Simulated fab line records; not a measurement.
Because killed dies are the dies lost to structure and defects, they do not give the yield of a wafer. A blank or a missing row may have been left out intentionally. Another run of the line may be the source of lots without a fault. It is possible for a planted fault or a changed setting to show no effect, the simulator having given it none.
fab line records + flow gf180mcu
[record]
- lots = 12
- wafers = 36
- last_day = 33
route steps=602 shown LVPWELL@62 M1@321 V1@360
lots with no fault: from the same line, run without faults
start_h: the number of hours between the record's first day and the start of the first shown wafer of the lot + wait_h: hours from the lot's prior step to this one + " same as the row above + L1.1+2: a single row standing in for several wafers + - no value present, or no start provided + * or withheld: withheld + < > ~ a bound
route shown NAME@n: names a module that has steps shown in the file, with the first one's number in the route + usual: mean/standard deviation taken from wafers without a fault + same: alike in all rows + chamber/n: place in a boat + sites: per-site readings + _std_site: how widely they spread, as a standard deviation + _edge_site: inner sites' mean taken away from outer sites' mean + radius_mm: how far each site lies from the wafer's centre + mask NAME#n: copy n + behind: the most recent tool/chamber to have shaped the wafer + hold: reason for holding the lot/hours on hold/outcome of the hold + device: names the non-switching transistor (n, p or np) + end of line: the tests these same wafers got at the end of their route + a step given without rows: its recipe and nothing more + killed: the dies lost at the first sort to structure and to defects; this is not the yield of the wafer + map: a wafer's dies, x killed, . not, _ none there
set.NAME: setting as actually run; set.NAME@STEP: the setting as run at that earlier step + model.NAME: the simulator's own value behind a step, which no gauge read
steps of the route over a sample of lots; a table a step, a row a wafer
services: the hour from which a tool's chamber was out of use, counted from the record's first day as start_h (under 0 if before that day), plus the number of hours and why
[[steps]]
[step GF_LVPWELL_IMPLANT_08]
[recipe]
- species = B
- energy_kev = 170
- dose_cm2 = 1.5e+13
- tilt_deg = 0
| lot.wafer  | tool         | chamber | start_h | wait_h |
|------------|--------------|---------|---------|--------|
| L518.2+4+6 | implanter-01 | 0       | 74.31   | 0.0    |
| L519.1+2+4 | implanter-03 | 0       | 78.98   | 0.0    |
| L520.1+3+5 | implanter-03 | 0       | 82.68   | 0.0    |
| L521.2+4+5 | implanter-03 | 0       | 94.93   | 0.0    |
| L522.2+4+5 | implanter-04 | 0       | 95.28   | 0.0    |
| L523.3+4+5 | implanter-03 | 0       | 97.73   | 0.1    |
| L524.1+2+5 | implanter-04 | 0       | 104.00  | 0.0    |
| L525.2+3+6 | implanter-04 | 0       | 107.65  | 0.0    |
| L526.3+4+5 | implanter-04 | 0       | 115.78  | 0.1    |
| L527.1+4+6 | implanter-04 | 0       | 119.48  | 0.0    |
| L534.2+5+6 | implanter-04 | 0       | 158.26  | 0.0    |
| L537.1+5+6 | implanter-04 | 0       | 176.50  | 0.0    |
[step GF_LVPWELL_TW_MEAS_11]
[usual]
- LVPWELL_TW = 558/3
| lot.wafer | tool          | chamber | start_h | wait_h | hold                     | LVPWELL_TW |
|-----------|---------------|---------|---------|--------|--------------------------|------------|
| L518.2    | film_metro-01 | -       | 74.69   | 0.1    | -                        | 560        |
| L518.4    | "             | -       | "       | "      | -                        | 554        |
| L518.6    | "             | -       | "       | "      | -                        | 554        |
| L519.1    | film_metro-04 | -       | 79.38   | 0.1    | -                        | 561        |
| L519.2    | "             | -       | "       | "      | -                        | 559        |
| L519.4    | "             | -       | "       | "      | -                        | 563        |
| L520.1    | film_metro-01 | -       | 83.08   | 0.1    | -                        | 557        |
| L520.3    | "             | -       | "       | "      | -                        | 555        |
| L520.5    | "             | -       | "       | "      | -                        | 556        |
| L521.2    | film_metro-01 | -       | 95.31   | 0.1    | -                        | 554        |
| L521.4    | "             | -       | "       | "      | -                        | 556        |
| L521.5    | "             | -       | "       | "      | -                        | 554        |
| L522.2    | film_metro-04 | -       | 95.66   | 0.1    | -                        | 560        |
| L522.4    | "             | -       | "       | "      | -                        | 561        |
| L522.5    | "             | -       | "       | "      | -                        | 563        |
| L523.3    | film_metro-01 | -       | 98.10   | 0.1    | -                        | 551        |
| L523.4    | "             | -       | "       | "      | -                        | 554        |
| L523.5    | "             | -       | "       | "      | -                        | 555        |
| L524.1    | film_metro-01 | -       | 104.40  | 0.1    | -                        | 555        |
| L524.2    | "             | -       | "       | "      | -                        | 556        |
| L524.5    | "             | -       | "       | "      | -                        | 555        |
| L525.2    | film_metro-04 | -       | 108.04  | 0.1    | -                        | 564        |
| L525.3    | "             | -       | "       | "      | -                        | 562        |
| L525.6    | "             | -       | "       | "      | -                        | 562        |
| L526.3    | film_metro-01 | -       | 116.15  | 0.1    | -                        | 556        |
| L526.4    | "             | -       | "       | "      | -                        | 555        |
| L526.5    | "             | -       | "       | "      | -                        | 556        |
| L527.1    | film_metro-01 | -       | 119.88  | 0.1    | -                        | 556        |
| L527.4    | "             | -       | "       | "      | -                        | 553        |
| L527.6    | "             | -       | "       | "      | -                        | 557        |
| L534.2    | film_metro-04 | -       | 158.64  | 0.1    | await_dispo/0.2h/release | 548        |
| L534.5    | "             | -       | "       | "      | await_dispo/0.2h/release | 551        |
| L534.6    | "             | -       | "       | "      | await_dispo/0.2h/release | 546        |
| L534.2    | film_metro-04 | -       | 158.87  | 0.2    | -                        | 546        |
| L534.5    | "             | -       | "       | "      | -                        | 544        |
| L534.6    | "             | -       | "       | "      | -                        | 548        |
| L537.1    | film_metro-03 | -       | 176.90  | 0.1    | await_dispo/0.2h/release | 545        |
| L537.5    | "             | -       | "       | "      | await_dispo/0.2h/release | 549        |
| L537.6    | "             | -       | "       | "      | await_dispo/0.2h/release | 548        |
| L537.1    | film_metro-03 | -       | 177.13  | 0.2    | -                        | 547        |
| L537.5    | "             | -       | "       | "      | -                        | 549        |
| L537.6    | "             | -       | "       | "      | -                        | 549        |
[step GF_VT_IMPLANT_RS_MEAS_48]
[recipe]
- thk_meas_gauge = four-point-probe
[usual]
- LVPWELL_RS = 1195.6/3
| lot.wafer | tool          | chamber | start_h | wait_h | hold                     | LVPWELL_RS[ohm/sq] |
|-----------|---------------|---------|---------|--------|--------------------------|--------------------|
| L518.2    | film_metro-04 | -       | 165.00  | 0.1    | -                        | 1200.0             |
| L518.4    | "             | -       | "       | "      | -                        | 1201.0             |
| L518.6    | "             | -       | "       | "      | -                        | 1201.7             |
| L519.1    | film_metro-03 | -       | 169.50  | 0.1    | -                        | 1198.4             |
| L519.2    | "             | -       | "       | "      | -                        | 1195.5             |
| L519.4    | "             | -       | "       | "      | -                        | 1193.7             |
| L520.1    | film_metro-03 | -       | 173.20  | 0.1    | -                        | 1198.5             |
| L520.3    | "             | -       | "       | "      | -                        | 1197.6             |
| L520.5    | "             | -       | "       | "      | -                        | 1201.8             |
| L521.2    | film_metro-03 | -       | 188.42  | 0.1    | -                        | 1198.1             |
| L521.4    | "             | -       | "       | "      | -                        | 1195.2             |
| L521.5    | "             | -       | "       | "      | -                        | 1199.6             |
| L522.2    | film_metro-01 | -       | 188.72  | 0.1    | -                        | 1193.7             |
| L522.4    | "             | -       | "       | "      | -                        | 1194.4             |
| L522.5    | "             | -       | "       | "      | -                        | 1192.3             |
| L523.3    | film_metro-04 | -       | 193.74  | 0.1    | -                        | 1195.9             |
| L523.4    | "             | -       | "       | "      | -                        | 1196.9             |
| L523.5    | "             | -       | "       | "      | -                        | 1195.0             |
| L524.1    | film_metro-01 | -       | 199.08  | 0.1    | -                        | 1199.2             |
| L524.2    | "             | -       | "       | "      | -                        | 1193.4             |
| L524.5    | "             | -       | "       | "      | -                        | 1195.8             |
| L525.2    | film_metro-04 | -       | 202.57  | 0.1    | -                        | 1190.3             |
| L525.3    | "             | -       | "       | "      | -                        | 1193.4             |
| L525.6    | "             | -       | "       | "      | -                        | 1189.6             |
| L526.3    | film_metro-04 | -       | 212.99  | 0.1    | -                        | 1194.9             |
| L526.4    | "             | -       | "       | "      | -                        | 1190.9             |
| L526.5    | "             | -       | "       | "      | -                        | 1191.3             |
| L527.1    | film_metro-04 | -       | 217.08  | 0.1    | -                        | 1195.2             |
| L527.4    | "             | -       | "       | "      | -                        | 1198.2             |
| L527.6    | "             | -       | "       | "      | -                        | 1196.9             |
| L534.2    | film_metro-03 | -       | 266.33  | 0.1    | await_dispo/0.2h/release | 1246.4             |
| L534.5    | "             | -       | "       | "      | await_dispo/0.2h/release | 1251.2             |
| L534.6    | "             | -       | "       | "      | await_dispo/0.2h/release | 1247.0             |
| L534.2    | film_metro-03 | -       | 266.62  | 0.3    | -                        | 1247.5             |
| L534.5    | "             | -       | "       | "      | -                        | 1251.0             |
| L534.6    | "             | -       | "       | "      | -                        | 1251.7             |
| L537.1    | film_metro-04 | -       | 287.15  | 0.1    | await_dispo/0.2h/release | 1255.2             |
| L537.5    | "             | -       | "       | "      | await_dispo/0.2h/release | 1255.6             |
| L537.6    | "             | -       | "       | "      | await_dispo/0.2h/release | 1255.5             |
| L537.1    | film_metro-04 | -       | 287.44  | 0.3    | -                        | 1251.3             |
| L537.5    | "             | -       | "       | "      | -                        | 1253.7             |
| L537.6    | "             | -       | "       | "      | -                        | 1253.2             |
[step GF_M1_THK_MEAS_06]
[recipe]
- thk_meas_gauge = xrf
- reads = AlCu_of_M1_SPUTTER_02
[usual]
- M1_ALCU_THK = 456/4.6
| lot.wafer | tool          | chamber | start_h | wait_h | M1_ALCU_THK[nm] |
|-----------|---------------|---------|---------|--------|-----------------|
| L518.2    | film_metro-04 | -       | 374.17  | 0.1    | 455             |
| L518.4    | "             | -       | "       | "      | 452             |
| L518.6    | "             | -       | "       | "      | 453             |
| L519.1    | film_metro-04 | -       | 376.71  | 0.1    | 459             |
| L519.2    | "             | -       | "       | "      | 452             |
| L519.4    | "             | -       | "       | "      | 448             |
| L520.1    | film_metro-02 | -       | 387.29  | 0.1    | 458             |
| L520.3    | "             | -       | "       | "      | 460             |
| L520.5    | "             | -       | "       | "      | 454             |
| L521.2    | film_metro-01 | -       | 400.64  | 0.1    | 451             |
| L521.4    | "             | -       | "       | "      | 451             |
| L521.5    | "             | -       | "       | "      | 454             |
| L522.2    | film_metro-02 | -       | 405.85  | 0.1    | 459             |
| L522.4    | "             | -       | "       | "      | 455             |
| L522.5    | "             | -       | "       | "      | 453             |
| L523.3    | film_metro-02 | -       | 410.58  | 0.1    | 447             |
| L523.4    | "             | -       | "       | "      | 453             |
| L523.5    | "             | -       | "       | "      | 446             |
| L524.1    | film_metro-01 | -       | 416.38  | 0.1    | 454             |
| L524.2    | "             | -       | "       | "      | 452             |
| L524.5    | "             | -       | "       | "      | 450             |
| L525.2    | film_metro-02 | -       | 420.95  | 0.1    | 472             |
| L525.3    | "             | -       | "       | "      | 463             |
| L525.6    | "             | -       | "       | "      | 467             |
| L526.3    | film_metro-04 | -       | 436.68  | 0.1    | 455             |
| L526.4    | "             | -       | "       | "      | 453             |
| L526.5    | "             | -       | "       | "      | 459             |
| L527.1    | film_metro-04 | -       | 443.55  | 0.1    | 455             |
| L527.4    | "             | -       | "       | "      | 451             |
| L527.6    | "             | -       | "       | "      | 454             |
| L534.2    | film_metro-01 | -       | 505.21  | 0.1    | 451             |
| L534.5    | "             | -       | "       | "      | 456             |
| L534.6    | "             | -       | "       | "      | 452             |
| L537.1    | film_metro-02 | -       | 529.66  | 0.1    | 452             |
| L537.5    | "             | -       | "       | "      | 455             |
| L537.6    | "             | -       | "       | "      | 449             |
[step GF_M1_STRIP_17]
[recipe]
- chemistry = O2/N2
- power_w = 1400
- pressure_mtorr = 1500
- platen_temp_c = 250
- o2_flow_sccm = 3000
- n2_flow_sccm = 300
- overash_fraction = 0.5
[usual]
- drypump_motor_current_A = 5.3/0.63
- heater_power_w = 344/33
- oes_product_au = 0.538/0.0049
- strip_time_to_endpoint_s = 7.39/0.042
| lot.wafer | tool            | chamber | start_h | wait_h | drypump_motor_current_A | heater_power_w | oes_product_au | rf_hours_counter_h | strip_time_to_endpoint_s |
|-----------|-----------------|---------|---------|--------|-------------------------|----------------|----------------|--------------------|--------------------------|
| L518.2    | plasma_asher-03 | 0       | 397.13  | 0.1    | 4.7                     | 282            | 0.531          | 28                 | 7.38                     |
| L518.4    | "               | 0       | "       | "      | 4.7                     | 285            | 0.541          | -                  | 7.36                     |
| L518.6    | "               | 0       | "       | "      | 4.7                     | 289            | 0.532          | -                  | 7.42                     |
| L519.1    | plasma_asher-03 | 0       | 400.08  | 0.1    | 4.7                     | 275            | 0.534          | 28                 | 7.32                     |
| L519.2    | "               | 1       | "       | "      | 4.9                     | 351            | 0.539          | 28                 | 7.35                     |
| L519.4    | "               | 0       | "       | "      | 4.7                     | 286            | 0.534          | -                  | 7.36                     |
| L520.1    | plasma_asher-04 | 0       | 410.84  | 0.1    | 5.1                     | 357            | 0.525          | 75                 | 7.37                     |
| L520.3    | "               | 0       | "       | "      | 5.1                     | 360            | 0.534          | -                  | 7.33                     |
| L520.5    | "               | 0       | "       | "      | 5.1                     | 354            | 0.532          | -                  | 7.42                     |
| L521.2    | plasma_asher-02 | 0       | 424.78  | 0.1    | 4.7                     | 369            | 0.541          | 65                 | 7.38                     |
| L521.4    | "               | 1       | "       | "      | 6.2                     | 323            | 0.535          | -                  | 7.41                     |
| L521.5    | "               | 0       | "       | "      | 4.7                     | 375            | 0.539          | -                  | 7.41                     |
| L522.2    | plasma_asher-02 | 0       | 430.35  | 0.1    | 4.7                     | 368            | 0.530          | 66                 | 7.42                     |
| L522.4    | "               | 0       | "       | "      | 4.7                     | 373            | 0.540          | -                  | 7.37                     |
| L522.5    | "               | 0       | "       | "      | 4.7                     | 378            | 0.533          | -                  | 7.39                     |
| L523.3    | plasma_asher-04 | 1       | 434.35  | 0.1    | 6.1                     | 373            | 0.535          | -                  | 7.42                     |
| L523.4    | "               | 0       | "       | "      | 5.1                     | 351            | 0.538          | -                  | 7.41                     |
| L523.5    | "               | 0       | "       | "      | 5.1                     | 360            | 0.542          | -                  | 7.39                     |
| L524.1    | plasma_asher-03 | 1       | 441.13  | 0.1    | 4.9                     | 343            | 0.538          | 33                 | 7.36                     |
| L524.2    | "               | 0       | "       | "      | 4.7                     | 289            | 0.535          | 33                 | 7.38                     |
| L524.5    | "               | 0       | "       | "      | 4.7                     | 275            | 0.532          | -                  | 7.37                     |
| L525.2    | plasma_asher-02 | 0       | 445.89  | 0.1    | 4.7                     | 375            | 0.537          | 67                 | 7.36                     |
| L525.3    | "               | 0       | "       | "      | 4.7                     | 379            | 0.547          | -                  | 7.39                     |
| L525.6    | "               | 1       | "       | "      | 6.2                     | 331            | 0.540          | -                  | 7.34                     |
| L526.3    | plasma_asher-02 | 1       | 462.03  | 0.1    | 6.2                     | 329            | 0.535          | -                  | 7.36                     |
| L526.4    | "               | 0       | "       | "      | 4.7                     | 380            | 0.535          | -                  | 7.41                     |
| L526.5    | "               | 1       | "       | "      | 6.2                     | 321            | 0.539          | -                  | 7.37                     |
| L527.1    | plasma_asher-02 | 0       | 467.89  | 0.1    | 4.7                     | 370            | 0.533          | 70                 | 7.37                     |
| L527.4    | "               | 1       | "       | "      | 6.2                     | 326            | 0.536          | -                  | 7.35                     |
| L527.6    | "               | 1       | "       | "      | 6.2                     | 329            | 0.540          | -                  | 7.39                     |
| L534.2    | plasma_asher-04 | 0       | 528.53  | 0.1    | 5.1                     | 362            | 0.540          | 87                 | 7.41                     |
| L534.5    | "               | 0       | "       | "      | 5.1                     | 360            | 0.537          | -                  | 7.39                     |
| L534.6    | "               | 1       | "       | "      | 6.0                     | 375            | 0.539          | -                  | 7.41                     |
| L537.1    | plasma_asher-04 | 1       | 552.44  | 0.1    | 6.1                     | 379            | 0.546          | 90                 | 7.45                     |
| L537.5    | "               | 1       | "       | "      | 6.1                     | 385            | 0.541          | -                  | 7.46                     |
| L537.6    | "               | 0       | "       | "      | 5.1                     | 361            | 0.532          | -                  | 7.37                     |
[step GF_V1_THK_MEAS_25]
[recipe]
- thk_meas_gauge = xrf
- reads = W_of_V1_CVD_23
[usual]
- V1_W_THK = 353/6
| lot.wafer | tool          | chamber | start_h | wait_h | V1_W_THK[nm] |
|-----------|---------------|---------|---------|--------|--------------|
| L518.2    | film_metro-02 | -       | 422.53  | 0.1    | 354          |
| L518.4    | "             | -       | "       | "      | 357          |
| L518.6    | "             | -       | "       | "      | 354          |
| L519.1    | film_metro-01 | -       | 426.14  | 0.1    | 347          |
| L519.2    | "             | -       | "       | "      | 348          |
| L519.4    | "             | -       | "       | "      | 349          |
| L520.1    | film_metro-01 | -       | 436.82  | 0.1    | 352          |
| L520.3    | "             | -       | "       | "      | 357          |
| L520.5    | "             | -       | "       | "      | 359          |
| L521.2    | film_metro-01 | -       | 451.53  | 0.1    | 349          |
| L521.4    | "             | -       | "       | "      | 352          |
| L521.5    | "             | -       | "       | "      | 346          |
| L522.2    | film_metro-02 | -       | 456.97  | 0.1    | 347          |
| L522.4    | "             | -       | "       | "      | 345          |
| L522.5    | "             | -       | "       | "      | 346          |
| L523.3    | film_metro-03 | -       | 461.42  | 0.1    | 362          |
| L523.4    | "             | -       | "       | "      | 365          |
| L523.5    | "             | -       | "       | "      | 361          |
| L524.1    | film_metro-03 | -       | 467.68  | 0.1    | 359          |
| L524.2    | "             | -       | "       | "      | 362          |
| L524.5    | "             | -       | "       | "      | 357          |
| L525.2    | film_metro-02 | -       | 472.65  | 0.1    | 339          |
| L525.3    | "             | -       | "       | "      | 339          |
| L525.6    | "             | -       | "       | "      | 337          |
| L526.3    | film_metro-01 | -       | 487.66  | 0.1    | 348          |
| L526.4    | "             | -       | "       | "      | 348          |
| L526.5    | "             | -       | "       | "      | 349          |
| L527.1    | film_metro-02 | -       | 493.89  | 0.1    | 350          |
| L527.4    | "             | -       | "       | "      | 352          |
| L527.6    | "             | -       | "       | "      | 352          |
| L534.2    | film_metro-03 | -       | 553.50  | 0.1    | 350          |
| L534.5    | "             | -       | "       | "      | 359          |
| L534.6    | "             | -       | "       | "      | 350          |
| L537.1    | film_metro-02 | -       | 577.44  | 0.1    | 354          |
| L537.5    | "             | -       | "       | "      | 359          |
| L537.6    | "             | -       | "       | "      | 357          |
[[services]]
| tool            | chamber | start_h | hours | kind   |
|-----------------|---------|---------|-------|--------|
| implanter-03    | -       | 59.30   | 0.6   | repair |
| implanter-04    | -       | 69.72   | 2.0   | repair |
| plasma_asher-04 | -       | 103.05  | 14.6  | pm     |
| plasma_asher-03 | -       | 108.75  | 9.0   | pm     |
| implanter-03    | -       | 122.26  | 5.1   | repair |
| plasma_asher-04 | -       | 131.45  | 0.5   | repair |
| implanter-01    | -       | 135.08  | 2.3   | repair |
| plasma_asher-03 | -       | 146.34  | 18.9  | repair |
| implanter-03    | -       | 160.72  | 2.8   | pm     |
| implanter-03    | -       | 211.96  | 1.3   | repair |
| implanter-01    | -       | 212.86  | 3.9   | pm     |
| plasma_asher-02 | -       | 224.25  | 2.8   | pm     |
| implanter-03    | -       | 227.89  | 3.5   | pm     |
| implanter-01    | -       | 243.54  | 1.2   | repair |
| implanter-04    | -       | 246.40  | 3.7   | pm     |
| implanter-03    | -       | 271.10  | 0.6   | repair |
| plasma_asher-02 | -       | 284.70  | 28.1  | pm     |
| implanter-03    | -       | 290.77  | 2.9   | repair |
| implanter-04    | -       | 297.11  | 1.7   | repair |
| plasma_asher-02 | -       | 448.34  | 2.1   | repair |
| implanter-04    | -       | 449.21  | 7.5   | repair |
| plasma_asher-04 | -       | 464.10  | 7.3   | repair |
| plasma_asher-02 | -       | 471.72  | 3.5   | repair |
| plasma_asher-04 | -       | 500.33  | 0.4   | repair |
[[key]]
[first_sign]
- step = GF_LVPWELL_TW_MEAS_11
- reading = visit
- direction = added
[effect]
- step = GF_LVPWELL_TW_MEAS_11
- reading = LVPWELL_TW
- direction = down
- sigmas = 3.5
- usual = 558
- struck = 548
[effect]
- step = GF_VT_IMPLANT_RS_MEAS_48
- reading = LVPWELL_RS
- direction = up
- sigmas = 19
- usual = 1195.6
- struck = 1251.8
met_at GF_LVPWELL_IMPLANT_08
struck_lots L534,L537
tester_left_out L534,L537
not_acting_at GF_M1_THK_MEAS_06,GF_M1_STRIP_17,GF_V1_THK_MEAS_25
onset_between 119.48 158.26
also_fits time
[fault]
- kind = process_parameter_drift
- tool = implanter-04
- chamber = -
- onset_h = 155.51
- steps = GF_LVPWELL_IMPLANT_08
- channel = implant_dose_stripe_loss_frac
- offset = 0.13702
- shape = step
- end_h = 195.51
// tester_left_out: of these lots the tester's yield and bins aren't shown, on N5 and GAA mostly nor the transistor test; their killed dies are dies lost to structure and defects alone, not to doping, threshold or leakage, so they don't give the yield
